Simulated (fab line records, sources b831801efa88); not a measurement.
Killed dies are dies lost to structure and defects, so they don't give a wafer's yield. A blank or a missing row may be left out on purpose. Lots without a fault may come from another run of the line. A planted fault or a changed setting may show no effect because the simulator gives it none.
fab line records | flow sky130
record lots=14 wafers=42 last_day=50
route steps=708 shown LOCAL_INTERCONNECT@402 CONTACT@406
lots that met no fault: from a run of the same line without faults
start_h: hours from the record's first day to the start of the lot's first wafer shown | wait_h: hours since the lot's step before | " the same as in the row above | L1.1+2: a row that stands for several wafers | - no value, or no start given | * or withheld: withheld | < > ~ a bound
route shown NAME@n: a module of which the file shows steps, and the number in the route of the first | usual: mean/standard deviation of fault-free wafers | same: alike in all rows | chamber/n: place in a boat | sites: the reading at each site | _std_site: their standard deviation | _edge_site: outer sites' mean less inner sites' | radius_mm: how far each site lies from the wafer's centre | mask NAME#n: copy n | behind: the tool/chamber that last shaped the wafer | hold: why the lot was held/for how many hours/how that ended | device: the transistor (n, p or np) that didn't switch | end of line: the same wafers' tests at the end of the route | a step without rows: its recipe alone | killed: dies lost to structure and defects at the first sort, not the wafer's yield | map: a wafer's dies, x killed, . not, _ none there
set.NAME: the setting as run; set.NAME@STEP: as run at that earlier step | model.NAME: the simulator's own value behind a step, which no gauge read
steps of the route over a sample of lots; a table a step, a row a wafer
services: from which hour (start_h, from the record's first day; less than 0 if before it) a tool's chamber was out of use, for how many hours, and why
## steps
# step SKY_LOCAL_INTERCONNECT_STRIP_15
# recipe chemistry=O2/N2 power_w=1400 pressure_mtorr=1500 platen_temp_c=withheld o2_flow_sccm=3000 n2_flow_sccm=300 overash_fraction=0.5
# usual chamber_pressure_mTorr=1500.0/1.3 drypump_motor_current_A=6.0/0.47 oes_product_au=0.427/0.0051 strip_time_to_endpoint_s=4.731/0.027
# columns lot.wafer tool chamber start_h wait_h chamber_pressure_mTorr drypump_motor_current_A oes_product_au rf_hours_counter_h strip_time_to_endpoint_s
L729.1 plasma_asher-04 1 706.88 0.0 1500.0 5.4 0.434 97 4.723
L729.3 " 1 " " 1501.2 5.4 0.423 - 4.720
L729.4 " 0 " " 1500.0 6.0 0.431 - 4.715
L730.1 plasma_asher-02 1 715.63 0.0 1499.9 5.7 0.427 29 4.733
L730.5 " 1 " " 1501.7 5.8 0.420 - 4.752
L730.6 " 0 " " 1498.5 6.8 0.428 - 4.704
L731.1 plasma_asher-02 0 724.28 0.0 1499.8 6.8 0.431 29 4.770
L731.3 " 0 " " 1500.0 6.8 0.427 - 4.802
L731.5 " 0 " " 1498.6 6.8 0.428 - 4.789
L733.2 plasma_asher-04 0 746.13 0.0 1502.0 6.1 0.428 0 4.733
L733.5 " 1 " " 1502.1 5.5 0.426 - 4.757
L733.6 " 0 " " 1498.5 6.0 0.436 - 4.751
L734.2 plasma_asher-04 0 750.84 0.0 1498.0 6.1 0.426 1 4.736
L734.4 " 1 " " 1499.1 5.4 0.428 - 4.759
L734.6 " 1 " " 1501.2 5.4 0.426 - 4.705
L737.3 plasma_asher-02 1 772.30 0.1 1499.2 5.8 0.420 - 4.721
L737.5 " 0 " " 1502.4 6.8 0.434 - 4.701
L737.6 " 1 " " 1498.5 5.8 0.423 - 4.745
L738.2 plasma_asher-04 1 778.83 0.0 1497.8 5.4 0.430 3 4.714
L738.5 " 1 " " 1500.4 5.4 0.425 - 4.709
L738.6 " 0 " " 1499.2 6.1 0.426 - 4.724
L739.4 plasma_asher-03 1 785.60 0.1 1498.4 5.7 0.436 - 4.753
L739.5 " 0 " " 1500.7 5.7 0.435 - 4.772
L739.6 " 1 " " 1502.4 5.7 0.439 - 4.749
L740.2 plasma_asher-02 0 791.31 0.0 1498.0 6.8 0.420 36 4.725
L740.3 " 0 " " 1498.7 6.8 0.424 - 4.719
L740.6 " 0 " " 1502.6 6.8 0.427 - 4.757
L741.1 plasma_asher-02 0 796.68 0.0 1500.4 6.8 0.419 37 4.724
L741.2 " 1 " " 1499.9 5.8 0.431 37 4.741
L741.3 " 1 " " 1500.0 5.7 0.433 - 4.716
L746.1 plasma_asher-04 1 842.51 0.0 1500.2 5.4 0.424 9 4.724
L746.2 " 0 " " 1501.3 6.1 0.429 9 4.740
L746.4 " 0 " " 1499.3 6.0 0.430 - 4.721
L747.3 plasma_asher-03 1 845.41 0.1 1498.9 5.7 0.427 - 4.698
L747.4 " 0 " " 1501.1 5.7 0.429 - 4.731
L747.5 " 1 " " 1500.4 5.7 0.435 - 4.695
L748.1 plasma_asher-02 0 849.90 0.0 1500.1 6.8 0.419 42 4.714
L748.5 " 1 " " 1501.2 5.8 0.424 - 4.709
L748.6 " 0 " " 1500.1 6.8 0.430 - 4.738
L752.1 plasma_asher-03 0 885.78 0.0 1498.5 5.7 0.430 104 4.738
L752.5 " 0 " " 1501.1 5.7 0.421 - 4.713
L752.6 " 1 " " 1500.1 5.7 0.425 - 4.737
# step SKY_CONTACT_CVD_00
# recipe material=Si3N4 target_thk_nm=75 temp_c=400 time_s=withheld rf_w=450
# usual heater_power_w=714/110
# columns lot.wafer tool chamber start_h wait_h heater_power_w
L729.1 pecvd-01 0 707.51 0.0 667
L729.3 " 2 " " 1001
L729.4 " 1 " " 593
L730.1 pecvd-04 2 716.23 0.0 673
L730.5 " 0 " " 646
L730.6 " 2 " " 672
L731.1 pecvd-01 1 724.88 0.0 700
L731.3 " 0 " " 635
L731.5 " 1 " " 680
L733.2 pecvd-01 1 746.72 0.0 585
L733.5 " 1 " " 591
L733.6 " 2 " " 963
L734.2 pecvd-04 2 751.45 0.0 616
L734.4 " 0 " " 715
L734.6 " 1 " " 680
L737.3 pecvd-02 2 772.86 0.0 807
L737.5 " 1 " " 650
L737.6 " 2 " " 783
L738.2 pecvd-02 1 779.43 0.0 716
L738.5 " 1 " " 723
L738.6 " 0 " " 706
L739.4 pecvd-04 0 786.17 0.0 653
L739.5 " 2 " " 579
L739.6 " 1 " " 652
L740.2 pecvd-01 0 791.91 0.0 620
L740.3 " 1 " " 622
L740.6 " 0 " " 619
L741.1 pecvd-02 2 797.28 0.0 775
L741.2 " 1 " " 706
L741.3 " 0 " " 769
L746.1 pecvd-04 1 843.11 0.0 632
L746.2 " 0 " " 727
L746.4 " 0 " " 731
L747.3 pecvd-02 0 846.00 0.0 675
L747.4 " 0 " " 683
L747.5 " 2 " " 794
L748.1 pecvd-01 0 850.58 0.0 631
L748.5 " 1 " " 703
L748.6 " 0 " " 621
L752.1 pecvd-01 2 886.38 0.0 1007
L752.5 " 1 " " 684
L752.6 " 0 " " 701
# step SKY_CONTACT_DEVELOP_13
# recipe develop_time_s=60 resist=KrF-thick dev_temp_c=21
# usual developer_temp_C=21.00/0.11
# columns lot.wafer tool chamber start_h wait_h developer_temp_C
L729.1 litho_track-01 0 736 - 21.10
L729.3 " 0 " " 21.01
L729.4 " 0 " " 21.08
L730.1 litho_track-03 0 744 - 21.04
L730.5 " 0 " " 21.17
L730.6 " 0 " " 21.04
L731.1 litho_track-01 0 752 - 20.97
L731.3 " 0 " " 20.85
L731.5 " 0 " " 20.92
L733.2 litho_track-03 0 775 - 21.01
L733.5 " 0 " " 21.11
L733.6 " 0 " " 21.02
L734.2 litho_track-03 0 778 - 21.06
L734.4 " 0 " " 20.97
L734.6 " 0 " " 20.92
L737.3 litho_track-04 0 800 - 20.95
L737.5 " 0 " " 21.10
L737.6 " 0 " " 21.05
L738.2 litho_track-01 0 806 - 21.07
L738.5 " 0 " " 21.19
L738.6 " 0 " " 21.17
L739.4 litho_track-01 0 812 - 20.96
L739.5 " 0 " " 20.76
L739.6 " 0 " " 20.87
L740.2 litho_track-01 0 818 - 20.83
L740.3 " 0 " " 20.85
L740.6 " 0 " " 20.96
L741.1 litho_track-01 0 824 - 21.03
L741.2 " 0 " " 21.09
L741.3 " 0 " " 21.06
L746.1 litho_track-01 0 869 - 19.90
L746.2 " 0 " " 20.05
L746.4 " 0 " " 20.23
L747.3 litho_track-03 0 871 - 21.11
L747.4 " 0 872 - 21.07
L747.5 " 0 " " 21.13
L748.1 litho_track-01 0 876 - 20.18
L748.5 " 0 " " 20.25
L748.6 " 0 " " 20.11
L752.1 litho_track-03 0 912 - 20.91
L752.5 " 0 " " 21.07
L752.6 " 0 " " 21.10
# step SKY_CONTACT_STRIP_19
# recipe chemistry=O2/N2 power_w=1400 pressure_mtorr=1500 platen_temp_c=withheld o2_flow_sccm=3000 n2_flow_sccm=300 overash_fraction=0.5
# usual chamber_pressure_mTorr=1500.1/1.4 drypump_motor_current_A=5.9/0.53 oes_product_au=0.381/0.0054 strip_time_to_endpoint_s=3.62/0.049
# columns lot.wafer tool chamber start_h wait_h chamber_pressure_mTorr drypump_motor_current_A oes_product_au rf_hours_counter_h strip_time_to_endpoint_s
L729.1 plasma_asher-02 0 736.45 - 1500.0 6.8 0.386 31 3.71
L729.3 " 1 " " 1499.6 5.8 0.379 - 3.63
L729.4 " 0 " " 1499.1 6.8 0.379 - 3.58
L730.1 plasma_asher-01 1 745.08 - 1500.2 5.2 0.390 62 3.65
L730.5 " 0 " " 1499.8 5.8 0.388 - 3.66
L730.6 " 1 " " 1497.9 5.2 0.375 - 3.61
L731.1 plasma_asher-01 1 752.95 - 1499.8 5.2 0.383 63 3.56
L731.3 " 1 " " 1500.8 5.2 0.388 - 3.77
L731.5 " 0 " " 1499.9 5.9 0.392 - 3.74
L733.2 plasma_asher-02 0 775.53 - 1499.3 6.8 0.385 35 3.62
L733.5 " 1 " " 1503.4 5.8 0.381 - 3.59
L733.6 " 0 " " 1501.0 6.8 0.383 - 3.64
L734.2 plasma_asher-01 1 778.98 - 1501.1 5.2 0.388 66 3.60
L734.4 " 1 " " 1498.8 5.2 0.390 - 3.69
L734.6 " 0 " " 1501.5 5.9 0.386 - 3.58
L737.3 plasma_asher-03 0 800.93 - 1500.2 5.7 0.378 - 3.58
L737.5 " 1 " " 1499.8 5.7 0.383 - 3.67
L737.6 " 0 " " 1502.0 5.7 0.387 - 3.62
L738.2 plasma_asher-02 0 806.65 - 1500.7 6.8 0.384 38 3.56
L738.5 " 1 " " 1501.3 5.8 0.376 - 3.68
L738.6 " 0 " " 1503.3 6.7 0.385 - 3.72
L739.4 plasma_asher-03 1 813.04 - 1501.1 5.7 0.378 - 3.55
L739.5 " 0 " " 1499.2 5.7 0.378 - 3.62
L739.6 " 1 " " 1500.3 5.7 0.384 - 3.64
L740.2 plasma_asher-01 0 819.10 - 1501.1 5.9 0.367 70 3.66
L740.3 " 1 " " 1503.0 5.2 0.382 - 3.55
L740.6 " 1 " " 1498.6 5.2 0.378 - 3.66
L741.1 plasma_asher-01 0 824.75 - 1501.2 5.9 0.380 70 3.58
L741.2 " 1 " " 1500.3 5.2 0.380 70 3.59
L741.3 " 0 " " 1498.2 5.9 0.383 - 3.63
L746.1 plasma_asher-02 0 869.65 - 1498.6 6.8 0.379 43 3.62
L746.2 " 1 " " 1501.5 5.8 0.377 43 3.57
L746.4 " 1 " " 1498.0 5.8 0.392 - 3.67
L747.3 plasma_asher-03 1 872.42 - 1500.6 5.7 0.372 - 3.67
L747.4 " 0 " " 1499.6 5.7 0.380 - 3.57
L747.5 " 1 " " 1497.0 5.7 0.385 - 3.56
L748.1 plasma_asher-01 0 877.25 - 1499.0 5.9 0.385 76 3.57
L748.5 " 1 " " 1498.6 5.2 0.373 - 3.63
L748.6 " 0 " " 1498.3 5.9 0.384 - 3.69
L752.1 plasma_asher-02 1 912.68 - 1500.9 5.7 0.370 48 3.57
L752.5 " 0 " " 1499.7 6.8 0.382 - 3.58
L752.6 " 1 " " 1499.1 5.7 0.382 - 3.59
## services
# columns tool chamber start_h hours kind
plasma_asher-03 - 688.47 2.8 pm
plasma_asher-04 - 733.75 9.0 pm
plasma_asher-04 0 733.75 9.0 vent_cycle
plasma_asher-04 1 733.75 9.0 vent_cycle
pecvd-01 1 747.25 2.1 scheduled_down
plasma_asher-02 - 750.00 4.3 pm
pecvd-01 2 753.54 19.2 repair
pecvd-02 - 754.47 0.5 repair
pecvd-02 2 759.04 4.9 repair
pecvd-04 - 776.40 0.5 repair
pecvd-02 2 788.70 5.4 repair
plasma_asher-02 - 810.74 1.0 repair
pecvd-01 1 818.12 - clean
pecvd-01 1 818.12 - consumable_replace:showerhead
pecvd-01 1 818.12 29.0 scheduled_down
pecvd-01 1 818.12 29.0 vent_cycle
plasma_asher-04 - 834.37 0.3 repair
pecvd-01 - 851.56 1.2 repair
plasma_asher-02 - 855.45 4.8 repair
pecvd-02 2 885.47 10.2 repair
plasma_asher-04 - 887.75 15.6 pm
pecvd-01 - 901.66 2.8 pm
pecvd-01 0 906.27 2.1 scheduled_down
pecvd-01 - 907.75 1.3 repair
## key
first_sign step=SKY_CONTACT_DEVELOP_13 reading=developer_temp_C direction=down sigmas=8 usual=* struck=*
effect none on later readings
met_at SKY_CONTACT_DEVELOP_13
struck_lots L746,L748
sort_left_out L746.1,L746.2,L746.4
tester_left_out L746,L748
not_acting_at SKY_LOCAL_INTERCONNECT_STRIP_15,SKY_CONTACT_CVD_00,SKY_CONTACT_STRIP_19
onset_between 824 869
fault kind=process_parameter_drift tool=litho_track-01 chamber=- onset_h=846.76 steps=SKY_CONTACT_DEVELOP_13 channel=dev_temp_c offset=* shape=step end_h=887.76 acts_in=* stated=*
# tester_left_out: of these lots the tester's yield and bins aren't shown, on N5 and GAA mostly nor the transistor test; their killed dies are dies lost to structure and defects alone, not to doping, threshold or leakage, so they don't give the yield
# sort_left_out: the simulated sort isn't trusted on such a fault, so these wafers' sort isn't shown, and their yield isn't known
